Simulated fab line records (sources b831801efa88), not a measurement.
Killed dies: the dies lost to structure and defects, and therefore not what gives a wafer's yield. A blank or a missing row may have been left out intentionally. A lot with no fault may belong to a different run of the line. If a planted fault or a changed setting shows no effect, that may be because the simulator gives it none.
Matching of chambers | flow sky130 | SKY_FIELD_ISO_CVD_24 on hdpcvd-01: 3 sister chambers
The step deposits SiO2, target thk 595 nm, time 99.2 s. 3 wafers are shown with their chamber, then 7 later ones without.

## WAFERS PAIRED WITH THEIR CHAMBERS
wafer  | chamber | pressure_mtorr (mTorr)
L424.1 | 2       | 5.977
L428.1 | 1       | 6.009
L428.4 | 0       | 6.010

## WAFERS WITHOUT THEIR CHAMBER
wafer  | pressure_mtorr (mTorr)
L428.5 | 5.979
L433.1 | 6.020
L433.3 | 5.993
L433.6 | 6.020
L440.3 | 5.993
L440.4 | 5.997
L440.5 | 6.012

## WHICH CHAMBER EACH ONE RAN IN
wafer  | from the rows above          | in truth
L428.5 | 2                            | 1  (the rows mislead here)
L433.1 | can't be placed: 0 or 1      | 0
L433.3 | can't be placed: 1 or 2 or 0 | 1
L433.6 | can't be placed: 0 or 1      | 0
L440.3 | can't be placed: 1 or 2 or 0 | 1
L440.4 | can't be placed: 1 or 0 or 2 | 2
L440.5 | can't be placed: 0 or 1      | 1
Correctly placed: 0 of 7. These rows do not allow placing 6 (true chamber among the candidates in 6). 1 placed wrongly.
How it was worked out, from the rows above alone: a wafer's distance from a chamber is the root of the sum, over the readings, of the square of ((its reading less the chamber's mean) divided by the reading's scatter). If the next closest chamber is less than 2 further off than the closest, the wafer can't be placed; otherwise it belongs to the closest. For every chamber, the mean is computed from those of its wafers that are shown. The scatter (one wafer shown for each chamber): square how far every hidden wafer sits from the nearest shown wafer, average those squares and take the square root.
